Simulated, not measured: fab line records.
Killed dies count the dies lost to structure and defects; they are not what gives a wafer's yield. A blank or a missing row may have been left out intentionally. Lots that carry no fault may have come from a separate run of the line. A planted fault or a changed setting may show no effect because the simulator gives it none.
Struck lot and sound lot, side by side ; flow sky130 ; 15 steps out of a route of 708
Sound: wafers L664.1, L664.4, L664.6. Struck: wafer L658.6 (left out: L658.3, L658.4 of the same lot, which were not struck); the cause appears at the end.
Order at every step that has rows: each side's tool, ch and its chambers, its first start. Under that, the readings that differ: sound wafers ; struck wafers ; difference of the means ; sigmas: that difference in standard deviations of wafers without a fault.
alike: a reading whose means differ by less than 2 such deviations, as well as words and numbers matching on both sides. not compared: withheld readings; readings where some wafer has no value; bounds like >300 that might hide an equal value; numbers whose values overlap and for which the record gives no deviation.
The two part at a step that has a row with sigmas, a row that says differs or no value, or rows on one side only. Numbers that don't overlap but have no deviation are shown without sigmas and don't part them. Lack of a reading on every wafer of one side parts them only where that side has two or more wafers.

SKY_VIA2_ETCH_14: etches BARC in N2/H2, stops on SiO2, time 45.9 s, target depth 60 nm.
  sound on rieDiel-01 ch 0,1, day 40 20:02; struck on rieDiel-04 ch 3, day 39 06:49
reading;sound;struck;difference;sigmas
throttleValvePct (%);13.222 13.204 13.217;13.243;+0.029;+3
  alike: drypumpMotorCurrentA, n2FlowSccm, oesProductAu, rfFwdPowerW
  not compared: rfHoursCounterH
SKY_VIA2_ETCH_15: etches SiO2 in C4F8/O2/Ar, stops on TiN, target depth 546 nm, time 86.05 s.
  sound on rieDiel-01 ch 0,1, day 40 20:04; struck on rieDiel-04 ch 3, day 39 06:52
  alike: oesProductAu
  not compared: rfHoursCounterH
SKY_VIA2_STRIP_16: strips in O2/N2.
  sound on plasmaAsher-03 ch 0,1, day 40 20:08; struck on plasmaAsher-03 ch 1, day 39 06:58
  alike: drypumpMotorCurrentA, n2FlowSccm, oesProductAu, stripTimeToEndpointS
  not compared: rfHoursCounterH
then, 3 steps without rows for these wafers: SKY_VIA2_STRIP_17 (strips in post etch residue remover, time 1200 s); SKY_VIA2_CLEAN_18 (cleans in IPA, time 180 s); SKY_VIA2_CLEAN_19 (cleans in O3/DIW).
SKY_VIA2_SPUTTER_20: material TiN, target thk 20 nm, time 80 s.
  sound: pvdSputter-01 at day 40 20:43; struck: pvdSputter-01 at day 39 07:31
  alike: chamberPressurePa, throttleValvePct
then, 1 step without rows for these wafers: SKY_VIA2_CVD_21 (deposits W, target thk 420 nm, time 126.4 s).
SKY_VIA2_RS_MEAS_22: uses a four-point probe to measure.
  sound: filmMetro-03 at day 40 20:55; struck: filmMetro-03 at day 39 07:45
  alike: VIA2_W_RS
SKY_VIA2_THK_MEAS_23: measures by xrf.
  sound: filmMetro-03 at day 40 21:02; struck: filmMetro-03 at day 39 07:51
  alike: VIA2_W_THK
then, 2 steps without rows for these wafers: SKY_VIA2_CMP_24 (polishes, stops on SiO2, t overpolish 20 s, target thk 0 nm); SKY_METAL3_SPUTTER_00 (material Ti, target thk 15 nm, time 10 s).
SKY_METAL3_SPUTTER_01: material TiN, target thk 20 nm, time 16.7 s.
  sound: pvdSputter-02 at day 40 21:27; struck: pvdSputter-04 at day 39 08:15
reading;sound;struck;difference;sigmas
chamberPressurePa (Pa);0.4008 0.3993 0.4004;0.4835;+0.0833;+99 or more
model.TiN_of_METAL3_SPUTTER_01.thkNm (nm);19.87 19.9 19.89;19.23;-0.66;
  alike: throttleValvePct
SKY_METAL3_SPUTTER_02: material AlCu, target thk 735 nm, time 39.1 s.
  sound: pvdSputter-02 at day 40 21:29; struck: pvdSputter-04 at day 39 08:17
  alike: chamberPressurePa, throttleValvePct
-- the record jumps here: 9 days lie between the struck wafers' starts before and after (it left off in module METAL3 and takes up again in module PAD_OPEN, whose first step shown is number 708 of the route) --
SKY_PAD_OPEN_PROBE_99:
  rows exist in the record for the struck wafers here (prober-02, day 48 04:12), but not for the sound ones

WHERE THEY PART
Last at SKY_PAD_OPEN_PROBE_99 as far as this record goes, first at SKY_VIA2_ETCH_14.

WHY: whatever the simulator had introduced
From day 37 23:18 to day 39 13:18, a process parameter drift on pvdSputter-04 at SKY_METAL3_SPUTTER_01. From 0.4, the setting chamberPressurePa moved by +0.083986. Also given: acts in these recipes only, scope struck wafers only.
